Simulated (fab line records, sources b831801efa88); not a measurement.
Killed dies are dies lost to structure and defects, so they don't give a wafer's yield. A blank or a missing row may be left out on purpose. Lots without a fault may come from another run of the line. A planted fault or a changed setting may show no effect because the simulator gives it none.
fab line records | flow gf180mcu
record lots=5 wafers=15 last_day=33
route steps=602 shown DNWELL@36 NWELL@42
lots that met no fault: from a run of the same line without faults
start_h: hours from the record's first day to the start of the lot's first wafer shown | wait_h: hours since the lot's step before | " the same as in the row above | L1.1+2: a row that stands for several wafers | - no value, or no start given | * or withheld: withheld | < > ~ a bound
route shown NAME@n: a module of which the file shows steps, and the number in the route of the first | usual: mean/standard deviation of fault-free wafers | same: alike in all rows | chamber/n: place in a boat | sites: the reading at each site | _std_site: their standard deviation | _edge_site: outer sites' mean less inner sites' | radius_mm: how far each site lies from the wafer's centre | mask NAME#n: copy n | behind: the tool/chamber that last shaped the wafer | hold: why the lot was held/for how many hours/how that ended | device: the transistor (n, p or np) that didn't switch | end of line: the same wafers' tests at the end of the route | a step without rows: its recipe alone | killed: dies lost to structure and defects at the first sort, not the wafer's yield | map: a wafer's dies, x killed, . not, _ none there
set.NAME: the setting as run; set.NAME@STEP: as run at that earlier step | model.NAME: the simulator's own value behind a step, which no gauge read
lots at some steps of the route; a table a step, a row a wafer
services: from which hour (start_h, from the record's first day; less than 0 if before it) a tool's chamber was out of use, for how many hours, and why
## steps
# step GF_DNWELL_EXPOSE_04
# recipe mask_id=DNWELL target_cd_nm=1700 na=0.6 source_shape=conventional sigma_outer=0.6 dose_mj=260
# usual reticle_temp_C=23.00/0.1
# columns lot.wafer tool chamber start_h wait_h mask reticle_temp_C
L074.1 iline_stepper-02 0 - - DNWELL#0 23.03
L074.3 " 0 " " DNWELL#0 22.96
L074.5 " 0 " " DNWELL#0 22.99
L075.1 iline_stepper-01 0 - - DNWELL#0 22.90
L075.2 " 0 " " DNWELL#0 22.93
L075.3 " 0 " " DNWELL#0 22.91
L081.2 iline_stepper-02 0 - - DNWELL#0 22.96
L081.4 " 0 " " DNWELL#0 23.05
L081.6 " 0 " " DNWELL#0 22.93
L083.2 iline_stepper-02 0 - - DNWELL#0 22.92
L083.4 " 0 " " DNWELL#0 23.08
L083.6 " 0 " " DNWELL#0 23.07
L091.1 iline_stepper-01 0 - - DNWELL#0 23.05
L091.4 " 0 " " DNWELL#0 23.21
L091.5 " 0 " " DNWELL#0 23.04
# step GF_DNWELL_PEB_05
# recipe temp_c=115 time_s=withheld
# columns lot.wafer tool chamber start_h wait_h
L074.1+3+5 litho_track-02 0 - -
L075.1+2+3 litho_track-03 0 - -
L081.2+4+6 litho_track-01 0 - -
L083.2+4+6 litho_track-02 0 - -
L091.1+4+5 litho_track-03 0 - -
# step GF_DNWELL_DEVELOP_06
# recipe wall_angle_deg=90 develop_time_s=60 dev_temp_c=23
# same develop_time_s=60
# columns lot.wafer tool chamber start_h wait_h
L074.1+3+5 litho_track-02 0 - -
L075.1+2+3 litho_track-03 0 - -
L081.2+4+6 litho_track-01 0 - -
L083.2+4+6 litho_track-02 0 - -
L091.1+4+5 litho_track-03 0 - -
# step GF_DNWELL_IMPLANT_07
# recipe species=P energy_kev=1500 dose_cm2=1e+13 tilt_deg=0
# usual beam_energy_keV=1500.0/0.39
# columns lot.wafer tool chamber start_h wait_h beam_energy_keV
L074.1 implanter-04 0 44.25 - 1500.2
L074.3 " 0 " " 1499.9
L074.5 " 0 " " 1499.9
L075.1 implanter-02 0 47.86 - 1499.6
L075.2 " 0 " " 1499.9
L075.3 " 0 " " 1500.0
L081.2 implanter-01 0 82.63 - 1499.7
L081.4 " 0 " " 1500.0
L081.6 " 0 " " 1499.9
L083.2 implanter-01 0 90.03 - 1500.2
L083.4 " 0 " " 1500.4
L083.6 " 0 " " 1500.1
L091.1 implanter-01 0 134.36 - 1499.8
L091.4 " 0 " " 1500.5
L091.5 " 0 " " 1500.0
# step GF_DNWELL_STRIP_08
# recipe chemistry=O2/N2 power_w=1400 pressure_mtorr=1500 platen_temp_c=250 o2_flow_sccm=3000 n2_flow_sccm=300 overash_fraction=0.5
# usual drypump_motor_current_A=5.8/0.59 heater_power_w=322/52 oes_product_au=0.723/0.0049 strip_time_to_endpoint_s=36.91/0.082
# columns lot.wafer tool chamber start_h wait_h drypump_motor_current_A heater_power_w oes_product_au rf_hours_counter_h strip_time_to_endpoint_s
L074.1 plasma_asher-01 1 44.40 0.1 4.8 269 0.723 41 36.89
L074.3 " 1 " " 4.8 267 0.727 - 36.88
L074.5 " 0 " " 5.6 422 0.723 - 37.03
L075.1 plasma_asher-01 0 48.01 0.1 5.7 415 0.730 42 36.86
L075.2 " 1 " " 4.7 278 0.722 42 36.79
L075.3 " 0 " " 5.7 411 0.723 - 36.88
L081.2 plasma_asher-04 0 82.76 0.1 5.9 276 0.724 44 37.02
L081.4 " 1 " " 6.4 330 0.724 - 37.10
L081.6 " 0 " " 5.9 280 0.725 - 36.98
L083.2 plasma_asher-04 1 90.15 0.1 6.4 337 0.726 44 36.84
L083.4 " 1 " " 6.5 336 0.725 - 36.95
L083.6 " 1 " " 6.4 353 0.720 - 36.81
L091.1 plasma_asher-01 1 134.51 0.1 4.7 277 0.720 51 36.90
L091.4 " 0 " " 5.6 410 0.724 - 36.92
L091.5 " 1 " " 4.7 291 0.736 - 36.89
# step GF_DNWELL_TW_MEAS_09
# usual DNWELL_TW=1338/15
# columns lot.wafer tool chamber start_h wait_h DNWELL_TW
L074.1 film_metro-02 - 44.50 0.1 1344
L074.3 " - " " 1338
L074.5 " - " " 1335
L075.1 film_metro-02 - 48.11 0.1 1335
L075.2 " - " " 1340
L075.3 " - " " 1335
L081.2 film_metro-03 - 82.87 0.1 1334
L081.4 " - " " 1337
L081.6 " - " " 1339
L083.2 film_metro-03 - 90.26 0.1 1331
L083.4 " - " " 1331
L083.6 " - " " 1336
L091.1 film_metro-01 - 134.61 0.1 1361
L091.4 " - " " 1364
L091.5 " - " " 1363
# step GF_NWELL_DEHYDRATE_00
# recipe temp_c=200 time_s=60
# columns lot.wafer tool chamber start_h wait_h
L074.1+3+5 litho_track-04 0 50.11 5.6
L075.1+2+3 litho_track-03 0 53.61 5.5
L081.2+4+6 litho_track-03 0 89.28 6.4
L083.2+4+6 litho_track-04 0 96.53 6.3
L091.1+4+5 litho_track-04 0 141.41 6.8
# step GF_NWELL_HMDS_01
# recipe prime_time_s=60 prime_temp_c=120
# columns lot.wafer tool chamber start_h wait_h
L074.1+3+5 litho_track-04 0 50.26 0.1
L075.1+2+3 litho_track-03 0 53.76 0.1
L081.2+4+6 litho_track-03 0 89.43 0.1
L083.2+4+6 litho_track-04 0 96.68 0.1
L091.1+4+5 litho_track-04 0 141.56 0.1
# step GF_NWELL_COAT_02
# recipe spin_rpm=2000 resist_thk_nm=3000
# columns lot.wafer tool chamber start_h wait_h
L074.1+3+5 litho_track-04 0 50.41 0.1
L075.1+2+3 litho_track-03 0 53.91 0.1
L081.2+4+6 litho_track-03 0 89.58 0.1
L083.2+4+6 litho_track-04 0 96.83 0.1
L091.1+4+5 litho_track-04 0 141.71 0.1
# step GF_NWELL_SOFTBAKE_03
# recipe temp_c=110 time_s=withheld
# columns lot.wafer tool chamber start_h wait_h
L074.1+3+5 litho_track-04 0 50.56 0.1
L075.1+2+3 litho_track-03 0 54.06 0.1
L081.2+4+6 litho_track-03 0 89.74 0.1
L083.2+4+6 litho_track-04 0 96.99 0.1
L091.1+4+5 litho_track-04 0 141.86 0.1
# step GF_NWELL_EXPOSE_04
# recipe mask_id=Nwell target_cd_nm=860 na=0.6 source_shape=conventional sigma_outer=0.6 dose_mj=260
# usual reticle_temp_C=22.99/0.095
# columns lot.wafer tool chamber start_h wait_h mask reticle_temp_C
L074.1 iline_stepper-02 0 - - Nwell#0 22.90
L074.3 " 0 " " Nwell#0 23.06
L074.5 " 0 " " Nwell#0 22.95
L075.1 iline_stepper-01 0 - - Nwell#0 22.89
L075.2 " 0 " " Nwell#0 23.03
L075.3 " 0 " " Nwell#0 22.84
L081.2 iline_stepper-01 0 - - Nwell#0 22.97
L081.4 " 0 " " Nwell#0 23.05
L081.6 " 0 " " Nwell#0 23.11
L083.2 iline_stepper-02 0 - - Nwell#0 22.99
L083.4 " 0 " " Nwell#0 22.96
L083.6 " 0 " " Nwell#0 23.08
L091.1 iline_stepper-02 0 - - Nwell#0 23.11
L091.4 " 0 " " Nwell#0 22.85
L091.5 " 0 " " Nwell#0 23.14
# step GF_NWELL_PEB_05
# recipe temp_c=115 time_s=withheld
# columns lot.wafer tool chamber start_h wait_h
L074.1+3+5 litho_track-03 0 - -
L075.1+2+3 litho_track-02 0 - -
L081.2+4+6 litho_track-03 0 - -
L083.2+4+6 litho_track-02 0 - -
L091.1+4+5 litho_track-04 0 - -
# step GF_NWELL_DEVELOP_06
# recipe wall_angle_deg=90 develop_time_s=61.99 dev_temp_c=23
# same develop_time_s=61.99
# columns lot.wafer tool chamber start_h wait_h
L074.1+3+5 litho_track-03 0 - -
L075.1+2+3 litho_track-02 0 - -
L081.2+4+6 litho_track-03 0 - -
L083.2+4+6 litho_track-02 0 - -
L091.1+4+5 litho_track-04 0 - -
# step GF_NWELL_OVL_MEAS_07
# usual NWELL_OVL=-0.6/1.4
# columns lot.wafer tool chamber start_h wait_h NWELL_OVL[nm]
L074.1 overlay-02 - 56.81 - 1.5
L074.3 " - " " -2.6
L074.5 " - " " -0.9
L075.1 overlay-02 - 60.75 - -2.1
L075.2 " - " " 0.8
L075.3 " - " " -0.9
L081.2 overlay-01 - 96.81 - -2.4
L081.4 " - " " -0.7
L081.6 " - " " -2.5
L083.2 overlay-02 - 103.61 - -1.8
L083.4 " - " " -0.4
L083.6 " - " " -0.3
L091.1 overlay-02 - 149.56 - -3.8
L091.4 " - " " -1.3
L091.5 " - " " -3.1
# step GF_NWELL_IMPLANT_08
# recipe species=P energy_kev=450 dose_cm2=1.5e+13 tilt_deg=0
# usual beam_energy_keV=449.99/0.12
# columns lot.wafer tool chamber start_h wait_h beam_energy_keV
L074.1 implanter-02 0 56.84 0.0 449.76
L074.3 " 0 " " 449.91
L074.5 " 0 " " 449.94
L075.1 implanter-02 0 60.79 0.0 449.88
L075.2 " 0 " " 450.04
L075.3 " 0 " " 450.09
L081.2 implanter-02 0 96.87 0.0 449.93
L081.4 " 0 " " 449.95
L081.6 " 0 " " 449.95
L083.2 implanter-01 0 103.66 0.0 450.05
L083.4 " 0 " " 450.19
L083.6 " 0 " " 449.93
L091.1 implanter-01 0 149.60 0.0 449.82
L091.4 " 0 " " 449.92
L091.5 " 0 " " 449.84
## services
# columns tool chamber start_h hours kind
implanter-04 - 33.12 0.7 repair
implanter-01 - 35.87 2.1 pm
implanter-04 - 62.65 2.7 pm
iline_stepper-01 - 63.43 1.7 pm
iline_stepper-02 - 98.82 1.7 pm
plasma_asher-04 - 117.45 1.4 repair
implanter-04 - 120.57 10.9 repair
implanter-01 - 123.95 5.6 repair
plasma_asher-01 - 126.71 4.3 pm
plasma_asher-04 - 146.29 1.3 repair
## key
fault none
